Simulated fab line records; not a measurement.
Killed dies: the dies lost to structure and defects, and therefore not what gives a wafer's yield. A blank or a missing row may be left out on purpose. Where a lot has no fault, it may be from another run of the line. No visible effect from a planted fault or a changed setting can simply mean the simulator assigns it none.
fab line records -- flow sky130
record: lots: 12, wafers: 36, last-day: 51
route steps=708 shown CONTACT@410 VIA3@586 METAL4@598
lots with no fault: from the same line, run without faults
start-h: start of the lot's first displayed wafer, in hours after the record's first day -- wait-h: time in hours since the lot's previous step -- " as in the row above -- L1.1+2: a row that stands for several wafers -- - either no value or no given start -- * or withheld: withheld -- < > ~ a bound
route shown NAME@n: names a module that has steps shown in the file, with the first one's number in the route -- usual: average and standard deviation across the fault-free wafers -- same: alike in all rows -- chamber/n: place in a boat -- sites: per-site readings -- _std_site: standard deviation of those values -- _edge_site: outer sites' mean less inner sites' -- radius-mm: for every site, how far away it sits from the centre of the wafer -- mask NAME#n: copy n -- behind: the last tool/chamber to shape the wafer -- hold: why the lot was held/for how many hours/how that ended -- device: names the non-switching transistor (n, p or np) -- end of line: the tests these same wafers got at the end of their route -- a step given without rows: its recipe and nothing more -- killed: dies lost to structure and defects at the first sort, not the wafer's yield -- map: a wafer's dies, x killed, . not, _ none there
set.NAME: the run value of the setting; set.NAME@STEP: its run value at that earlier step -- model.NAME: the simulator's own value behind a step, which no gauge read
the route's steps for a sample of lots (tables are steps, rows are wafers)
services: when a tool's chamber went out of use (start-h, in hours from the record's first day, below 0 if earlier), for how many hours, and the reason
== steps ==
step: SKY_CONTACT_CMP_04
recipe: material: SiO2, down-force-psi: 4, platen-rpm: 60, pad-velocity-m-s: 0.94248
usual: motor-current-A: 12.7/1.6, slurry-flow-ml-min: 150.0/0.45, time-to-endpoint-s: 82/4.2
lot.wafer,tool,chamber,start-h,wait-h,motor-current-A,slurry-flow-ml-min,time-to-endpoint-s
L198.4,cmp-01,0,732.91,0.0,13.3,149.4,77
L198.1,cmp-01,2,732.91,0.0,13.8,149.6,78
L198.5,cmp-01,0,732.91,0.0,12.9,149.7,80
L200.4,cmp-02,0,740.86,0.0,10.3,149.9,82
L200.1,cmp-02,2,740.86,0.0,13.5,149.8,77
L200.6,cmp-02,1,740.86,0.0,12.5,150.8,78
L201.1,cmp-02,3,749.61,0.2,11.3,150.1,79
L201.5,cmp-02,0,749.61,0.2,10.6,150.1,81
L201.6,cmp-02,1,749.61,0.2,12.2,149.8,77
L202.2,cmp-01,2,750.43,0.0,13.5,150.7,81
L202.1,cmp-01,0,750.43,0.0,12.7,149.4,84
L202.3,cmp-01,1,750.43,0.0,12.9,149.8,80
L203.1,cmp-02,2,771.11,0.1,12.5,150.2,75
L203.2,cmp-02,3,771.11,0.1,11.1,149.4,77
L203.6,cmp-02,3,771.11,0.1,10.4,149.9,76
L206.1,cmp-02,2,786.01,0.1,13.3,150.4,81
L206.3,cmp-02,0,786.01,0.1,10.2,150.2,80
L206.4,cmp-02,1,786.01,0.1,12.4,150.2,72
L207.2,cmp-01,0,791.05,0.1,13.1,149.5,85
L207.4,cmp-01,1,791.05,0.1,12.4,149.0,86
L207.6,cmp-01,2,791.05,0.1,13.0,149.2,85
L208.3,cmp-01,3,800.77,0.1,15.6,149.7,83
L208.2,cmp-01,0,800.77,0.1,13.2,150.0,85
L208.6,cmp-01,3,800.77,0.1,15.9,150.7,82
L212.1,cmp-01,1,836.86,0.1,11.9,150.2,90
L212.4,cmp-01,2,836.86,0.1,13.9,149.9,89
L212.6,cmp-01,0,836.86,0.1,13.2,150.2,88
L213.3,cmp-02,2,844.65,0.1,13.1,150.4,81
L213.6,cmp-02,1,844.65,0.1,12.4,150.0,80
L213.5,cmp-02,2,844.65,0.1,13.7,149.5,82
L214.2,cmp-01,0,862.53,0.1,12.8,150.0,87
L214.3,cmp-01,2,862.53,0.1,12.8,149.8,81
L214.6,cmp-01,0,862.53,0.1,13.2,150.0,87
L220.4,cmp-02,3,893.50,0.2,11.0,149.1,78
L220.5,cmp-02,0,893.50,0.2,10.5,150.8,88
L220.6,cmp-02,1,893.50,0.2,13.0,150.4,81
step: SKY_CONTACT_CVD_24
recipe: material: W, target-thk-nm: 340, time-s: 102.12, temp-c: 400, pressure-torr: 40
usual: chamber-pressure-Torr: 40.00/0.099, heater-power-outer-w: 499/43, heater-power-w: 805/35
lot.wafer,tool,chamber,start-h,wait-h,chamber-pressure-Torr,heater-power-outer-w,heater-power-w
L198.1,cvd-w-01,1,762.37,0.0,40.04,570,861
L198.4,cvd-w-01,1,762.37,0.0,39.91,575,874
L198.5,cvd-w-01,1,762.37,0.0,40.11,561,850
L200.1,cvd-w-01,0,769.73,0.0,40.04,501,802
L200.4,cvd-w-01,1,769.73,0.0,39.99,565,859
L200.6,cvd-w-01,0,769.73,0.0,40.02,510,807
L201.1,cvd-w-02,0,778.74,0.0,40.06,483,804
L201.5,cvd-w-02,1,778.74,0.0,40.18,436,764
L201.6,cvd-w-02,0,778.74,0.0,40.11,489,806
L202.1,cvd-w-01,1,779.34,0.0,39.90,573,861
L202.2,cvd-w-01,0,779.34,0.0,40.01,496,806
L202.3,cvd-w-01,0,779.34,0.0,40.19,509,803
L203.1,cvd-w-02,1,799.26,0.0,40.14,439,741
L203.2,cvd-w-02,0,799.26,0.0,40.09,497,787
L203.6,cvd-w-02,0,799.26,0.0,40.07,491,801
L206.1,cvd-w-01,1,813.90,0.0,40.03,567,856
L206.3,cvd-w-01,1,813.90,0.0,39.98,561,853
L206.4,cvd-w-01,0,813.90,0.0,40.07,489,816
L207.2,cvd-w-02,1,819.21,0.0,39.97,453,778
L207.4,cvd-w-02,1,819.21,0.0,40.03,434,771
L207.6,cvd-w-02,0,819.21,0.0,40.13,481,799
L208.2,cvd-w-01,0,828.30,0.0,40.01,498,823
L208.3,cvd-w-01,1,828.30,0.0,40.00,559,844
L208.6,cvd-w-01,0,828.30,0.0,40.01,506,776
L212.1,cvd-w-02,0,864.34,0.0,35.99,485,774
L212.4,cvd-w-02,0,864.34,0.0,36.13,490,790
L212.6,cvd-w-02,0,864.34,0.0,36.14,488,797
L213.3,cvd-w-02,0,872.02,0.1,36.12,502,799
L213.5,cvd-w-02,1,872.02,0.1,35.94,447,762
L213.6,cvd-w-02,0,872.02,0.1,35.98,487,806
L214.2,cvd-w-01,0,890.36,0.0,39.96,519,803
L214.3,cvd-w-01,1,890.36,0.0,40.23,569,846
L214.6,cvd-w-01,0,890.36,0.0,40.04,514,817
L220.4,cvd-w-01,0,920.71,0.1,40.04,511,816
L220.5,cvd-w-01,0,920.71,0.1,40.02,505,811
L220.6,cvd-w-01,1,920.71,0.1,39.91,554,836
step: SKY_CONTACT_RS_MEAS_25
recipe: thk-meas-gauge: four-point-probe, reads: W_of_CONTACT_CVD_24+TiN_of_CONTACT_SPUTTER_23
usual: CONTACT_W_RS: 0.335/0.0076
lot.wafer,tool,chamber,start-h,wait-h,CONTACT_W_RS[ohm/sq]
L198.1,film-metro-01,-,762.48,0.1,0.336
L198.4,film-metro-01,-,762.48,0.1,0.334
L198.5,film-metro-01,-,762.48,0.1,0.333
L200.1,film-metro-01,-,769.84,0.1,0.338
L200.4,film-metro-01,-,769.84,0.1,0.334
L200.6,film-metro-01,-,769.84,0.1,0.338
L201.1,film-metro-02,-,778.85,0.1,0.340
L201.5,film-metro-02,-,778.85,0.1,0.324
L201.6,film-metro-02,-,778.85,0.1,0.344
L202.1,film-metro-03,-,779.45,0.1,0.334
L202.2,film-metro-03,-,779.45,0.1,0.337
L202.3,film-metro-03,-,779.45,0.1,0.338
L203.1,film-metro-02,-,799.37,0.1,0.323
L203.2,film-metro-02,-,799.37,0.1,0.345
L203.6,film-metro-02,-,799.37,0.1,0.343
L206.1,film-metro-02,-,814.01,0.1,0.341
L206.3,film-metro-02,-,814.01,0.1,0.339
L206.4,film-metro-02,-,814.01,0.1,0.346
L207.2,film-metro-01,-,819.34,0.1,0.317
L207.4,film-metro-01,-,819.34,0.1,0.318
L207.6,film-metro-01,-,819.34,0.1,0.336
L208.2,film-metro-03,-,828.43,0.1,0.343
L208.3,film-metro-03,-,828.43,0.1,0.341
L208.6,film-metro-03,-,828.43,0.1,0.342
L212.1,film-metro-03,-,864.45,0.1,0.358
L212.4,film-metro-03,-,864.45,0.1,0.362
L212.6,film-metro-03,-,864.45,0.1,0.353
L213.3,film-metro-03,-,872.14,0.1,0.358
L213.5,film-metro-03,-,872.14,0.1,0.344
L213.6,film-metro-03,-,872.14,0.1,0.360
L214.2,film-metro-03,-,890.49,0.1,0.338
L214.3,film-metro-03,-,890.49,0.1,0.340
L214.6,film-metro-03,-,890.49,0.1,0.338
L220.4,film-metro-02,-,920.84,0.1,0.342
L220.5,film-metro-02,-,920.84,0.1,0.340
L220.6,film-metro-02,-,920.84,0.1,0.336
step: SKY_CONTACT_THK_MEAS_26
recipe: thk-meas-gauge: xrf, reads: W_of_CONTACT_CVD_24
usual: CONTACT_W_THK: 334/8
lot.wafer,tool,chamber,start-h,wait-h,CONTACT_W_THK[nm]
L198.1,film-metro-01,-,762.60,0.1,333
L198.4,film-metro-01,-,762.60,0.1,335
L198.5,film-metro-01,-,762.60,0.1,335
L200.1,film-metro-01,-,769.96,0.1,327
L200.4,film-metro-01,-,769.96,0.1,331
L200.6,film-metro-01,-,769.96,0.1,328
L201.1,film-metro-02,-,778.97,0.1,333
L201.5,film-metro-02,-,778.97,0.1,347
L201.6,film-metro-02,-,778.97,0.1,330
L202.1,film-metro-03,-,779.57,0.1,334
L202.2,film-metro-03,-,779.57,0.1,331
L202.3,film-metro-03,-,779.57,0.1,329
L203.1,film-metro-02,-,799.49,0.1,349
L203.2,film-metro-02,-,799.49,0.1,326
L203.6,film-metro-02,-,799.49,0.1,328
L206.1,film-metro-02,-,814.13,0.1,330
L206.3,film-metro-02,-,814.13,0.1,331
L206.4,film-metro-02,-,814.13,0.1,326
L207.2,film-metro-01,-,819.45,0.1,351
L207.4,film-metro-01,-,819.45,0.1,346
L207.6,film-metro-01,-,819.45,0.1,331
L208.2,film-metro-03,-,828.54,0.1,324
L208.3,film-metro-03,-,828.54,0.1,322
L208.6,film-metro-03,-,828.54,0.1,322
L212.1,film-metro-03,-,864.57,0.1,311
L212.4,film-metro-03,-,864.57,0.1,309
L212.6,film-metro-03,-,864.57,0.1,315
L213.3,film-metro-03,-,872.24,0.1,312
L213.5,film-metro-03,-,872.24,0.1,324
L213.6,film-metro-03,-,872.24,0.1,308
L214.2,film-metro-03,-,890.60,0.1,330
L214.3,film-metro-03,-,890.60,0.1,328
L214.6,film-metro-03,-,890.60,0.1,329
L220.4,film-metro-02,-,920.93,0.1,328
L220.5,film-metro-02,-,920.93,0.1,331
L220.6,film-metro-02,-,920.93,0.1,334
step: SKY_VIA3_OVL_MEAS_13
usual: VIA3_OVL: 4/6.2
lot.wafer,tool,chamber,start-h,wait-h,VIA3_OVL[nm]
L198.1,overlay-02,-,955.93,0.1,3
L198.4,overlay-02,-,955.93,0.1,-6
L198.5,overlay-02,-,955.93,0.1,1
L200.1,overlay-01,-,961.38,0.1,10
L200.4,overlay-01,-,961.38,0.1,0
L200.6,overlay-01,-,961.38,0.1,1
L202.1,overlay-01,-,971.13,0.1,5
L202.2,overlay-01,-,971.13,0.1,-5
L202.3,overlay-01,-,971.13,0.1,1
L201.1,overlay-01,-,971.55,0.1,7
L201.5,overlay-01,-,971.55,0.1,20
L201.6,overlay-01,-,971.55,0.1,7
L203.1,overlay-01,-,987.16,0.1,5
L203.2,overlay-01,-,987.16,0.1,2
L203.6,overlay-01,-,987.16,0.1,2
L206.1,overlay-02,-,1003.48,0.1,2
L206.3,overlay-02,-,1003.48,0.1,-3
L206.4,overlay-02,-,1003.48,0.1,2
L207.2,overlay-01,-,1006.10,0.1,6
L207.4,overlay-01,-,1006.10,0.1,-2
L207.6,overlay-01,-,1006.10,0.1,6
L208.2,overlay-01,-,1013.05,0.1,3
L208.3,overlay-01,-,1013.05,0.1,10
L208.6,overlay-01,-,1013.05,0.1,0
L212.1,overlay-02,-,1047.86,0.1,0
L212.4,overlay-02,-,1047.86,0.1,5
L212.6,overlay-02,-,1047.86,0.1,2
L213.3,overlay-01,-,1053.21,0.1,23
L213.5,overlay-01,-,1053.21,0.1,17
L213.6,overlay-01,-,1053.21,0.1,9
L214.2,overlay-02,-,1070.52,0.1,9
L214.3,overlay-02,-,1070.52,0.1,1
L214.6,overlay-02,-,1070.52,0.1,12
L220.4,overlay-02,-,1096.93,0.1,1
L220.5,overlay-02,-,1096.93,0.1,2
L220.6,overlay-02,-,1096.93,0.1,3
step: SKY_METAL4_SPUTTER_00
recipe: material: Ti, target-thk-nm: 15, power-w: 3000, time-s: 10, chamber-pressure-pa: 0.4
usual: chamber-pressure-pa: 0.4000/0.00077, throttle-valve-pct: 29.6/1.3
lot.wafer,tool,chamber,start-h,wait-h,chamber-pressure-pa,throttle-valve-pct
L198.1,pvd-sputter-01,-,957.33,0.2,0.3994,28.9
L198.4,pvd-sputter-01,-,957.33,0.2,0.3996,30.8
L198.5,pvd-sputter-01,-,957.33,0.2,0.3992,31.1
L200.1,pvd-sputter-04,-,962.81,0.2,0.4012,31.3
L200.4,pvd-sputter-04,-,962.81,0.2,0.3991,30.6
L200.6,pvd-sputter-04,-,962.81,0.2,0.3997,30.6
L202.1,pvd-sputter-01,-,972.83,0.1,0.4006,28.6
L202.2,pvd-sputter-01,-,972.83,0.1,0.4009,30.8
L202.3,pvd-sputter-01,-,972.83,0.1,0.3985,30.4
L201.1,pvd-sputter-03,-,973.73,0.1,0.4001,29.9
L201.5,pvd-sputter-03,-,973.73,0.1,0.3978,31.3
L201.6,pvd-sputter-03,-,973.73,0.1,0.3990,27.5
L203.1,pvd-sputter-03,-,988.56,0.2,0.3993,31.3
L203.2,pvd-sputter-03,-,988.56,0.2,0.4000,29.9
L203.6,pvd-sputter-03,-,988.56,0.2,0.4009,30.2
L206.1,pvd-sputter-01,-,1004.88,0.2,0.4003,30.9
L206.3,pvd-sputter-01,-,1004.88,0.2,0.4017,28.6
L206.4,pvd-sputter-01,-,1004.88,0.2,0.3987,28.5
L207.2,pvd-sputter-03,-,1007.49,0.2,0.4001,31.4
L207.4,pvd-sputter-03,-,1007.49,0.2,0.3985,28.4
L207.6,pvd-sputter-03,-,1007.49,0.2,0.3985,28.8
L208.2,pvd-sputter-01,-,1014.47,0.2,0.3990,30.7
L208.3,pvd-sputter-01,-,1014.47,0.2,0.3991,30.0
L208.6,pvd-sputter-01,-,1014.47,0.2,0.3993,28.9
L212.1,pvd-sputter-04,-,1049.52,0.2,0.3995,29.8
L212.4,pvd-sputter-04,-,1049.52,0.2,0.3986,30.5
L212.6,pvd-sputter-04,-,1049.52,0.2,0.4002,28.8
L213.3,pvd-sputter-04,-,1054.59,0.2,0.3992,30.0
L213.5,pvd-sputter-04,-,1054.59,0.2,0.3997,31.3
L213.6,pvd-sputter-04,-,1054.59,0.2,0.3997,28.9
L214.2,pvd-sputter-01,-,1071.91,0.2,0.4004,30.1
L214.3,pvd-sputter-01,-,1071.91,0.2,0.4010,28.7
L214.6,pvd-sputter-01,-,1071.91,0.2,0.3997,30.2
L220.4,pvd-sputter-03,-,1098.34,0.2,0.4002,29.8
L220.5,pvd-sputter-03,-,1098.34,0.2,0.4012,31.0
L220.6,pvd-sputter-03,-,1098.34,0.2,0.4004,27.7
== services ==
tool,chamber,start-h,hours,kind
cmp-01,-,744.11,4.0,pm
cmp-01,-,765.85,0.3,repair
cmp-01,-,807.95,2.5,repair
cvd-w-02,-,810.75,6.9,pm
pvd-sputter-01,-,815.64,29.9,repair
cmp-01,-,848.52,4.8,pm
cvd-w-02,-,851.18,1.1,repair
cmp-02,-,867.86,8.9,pm
cmp-01,-,874.09,0.3,repair
cmp-02,-,881.98,0.5,repair
cvd-w-02,-,890.42,2.9,repair
cvd-w-01,-,904.00,14.0,pm
cvd-w-01,-,911.56,1.4,repair
cmp-02,-,912.00,4.0,pm
cmp-02,-,962.96,6.8,pm
cmp-01,-,969.76,14.7,pm
cvd-w-02,-,995.91,2.8,pm
cvd-w-02,1,1030.10,10.0,repair
cmp-01,-,1042.16,0.9,repair
cmp-01,-,1046.11,2.8,pm
pvd-sputter-03,-,1073.99,4.0,repair
cmp-02,-,1074.13,1.3,repair
cmp-02,-,1080.81,2.9,repair
cmp-01,-,1084.11,4.0,pm
== key ==
first-sign: step: SKY_CONTACT_CVD_24, reading: chamber-pressure-Torr, direction: down, sigmas: 40, usual: 40.00, struck: 36.05
effect: step: SKY_CONTACT_RS_MEAS_25, reading: CONTACT_W_RS, direction: up, sigmas: 2.7, usual: 0.335, struck: 0.356
effect: step: SKY_CONTACT_THK_MEAS_26, reading: CONTACT_W_THK, direction: down, sigmas: 2.5, usual: 334, struck: 313
met-at SKY_CONTACT_CVD_24
struck-lots L212,L213
tester-left-out L212,L213
not-acting-at SKY_CONTACT_CMP_04,SKY_VIA3_OVL_MEAS_13,SKY_METAL4_SPUTTER_00
onset-between 819.21 864.34
fault: kind: process-parameter-drift, tool: cvd-w-02, chamber: -, onset-h: 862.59, steps: SKY_CONTACT_CVD_24, channel: pressure-torr, offset: -3.929, shape: step, end-h: 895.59, acts-in: these-recipes-only, stated: 40
tester-left-out: of these lots the tester's yield and bins aren't shown, on N5 and GAA mostly nor the transistor test; their killed dies are dies lost to structure and defects alone, not to doping, threshold or leakage, so they don't give the yield
